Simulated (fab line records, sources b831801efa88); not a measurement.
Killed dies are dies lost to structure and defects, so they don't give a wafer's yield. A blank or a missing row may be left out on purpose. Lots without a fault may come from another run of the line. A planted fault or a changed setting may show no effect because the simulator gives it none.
Which tool did it? | flow gf180mcu | 6 lots, 18 wafers sampled, at 2 steps of a route of 602

WHAT THE GAUGES READ, wafer by wafer
GF_VT_IMPLANT_OVL_MEAS_18.
lot  | measured     | on         | VT_IMPLANT_01_OVL (nm)
L368 | day 6 13:43  | overlay-02 | 1.0 1.0 0.2
L370 | day 7 02:03  | overlay-02 | 0.5 0.5 -0.4
L373 | day 7 23:19  | overlay-01 | 0.5 -1.2 -0.6
L376 | day 8 18:20  | overlay-01 | 0.1 0.2 1.1
L380 | day 9 17:38  | overlay-01 | -1.3 0.5 -1.4
L387 | day 11 14:41 | overlay-01 | - - -

WHICH TOOL RAN EACH LOT (tool, then ch and the chambers of the sampled wafers, then the start)
lot  | GF_VT_IMPLANT_EXPOSE_15
L368 | iline_stepper-01 ch 0, day 6 06:49
L370 | iline_stepper-01 ch 0, day 6 19:02
L373 | iline_stepper-02 ch 0, day 7 16:12
L376 | iline_stepper-01 ch 0, day 8 10:58
L380 | iline_stepper-02 ch 0, day 9 09:37
L387 | iline_stepper-01 ch 0, day 11 05:10
- GF_VT_IMPLANT_EXPOSE_15: exposes mask Nwell LV AREA, target cd 860 nm.

THE ANSWER, worked out from the rows above alone
Rule: what is usual is taken from the lots themselves. Put in order of their means at a reading, lots are off if they are a third of the lots or fewer, leave a main group of 4 or more, and stand apart from it by a gap of 3 or more times the standard deviation of the main group's means; of several such gaps the widest counts. A main group whose means are all the same, to the digits that the tables above print for the reading, isn't used. A lot without any number at a reading at which 4 lots or more have one is off too. The other lots that the step has rows for count as sound.
Off: L387, at GF_VT_IMPLANT_OVL_MEAS_18 (VT_IMPLANT_01_OVL). Without a number there: L387. The main group: mean 0.0 nm, standard deviation 0.55.
A tool fits if, at a process step before that reading, it ran every lot that is off, and no sound lot after the first of them. The gauges at GF_VT_IMPLANT_OVL_MEAS_18 are tried like those tools. Can't be told from this: 2 tools fit, iline_stepper-01 at GF_VT_IMPLANT_EXPOSE_15, overlay-01 at GF_VT_IMPLANT_OVL_MEAS_18.

WHAT THE SIMULATOR HAD PUT IN
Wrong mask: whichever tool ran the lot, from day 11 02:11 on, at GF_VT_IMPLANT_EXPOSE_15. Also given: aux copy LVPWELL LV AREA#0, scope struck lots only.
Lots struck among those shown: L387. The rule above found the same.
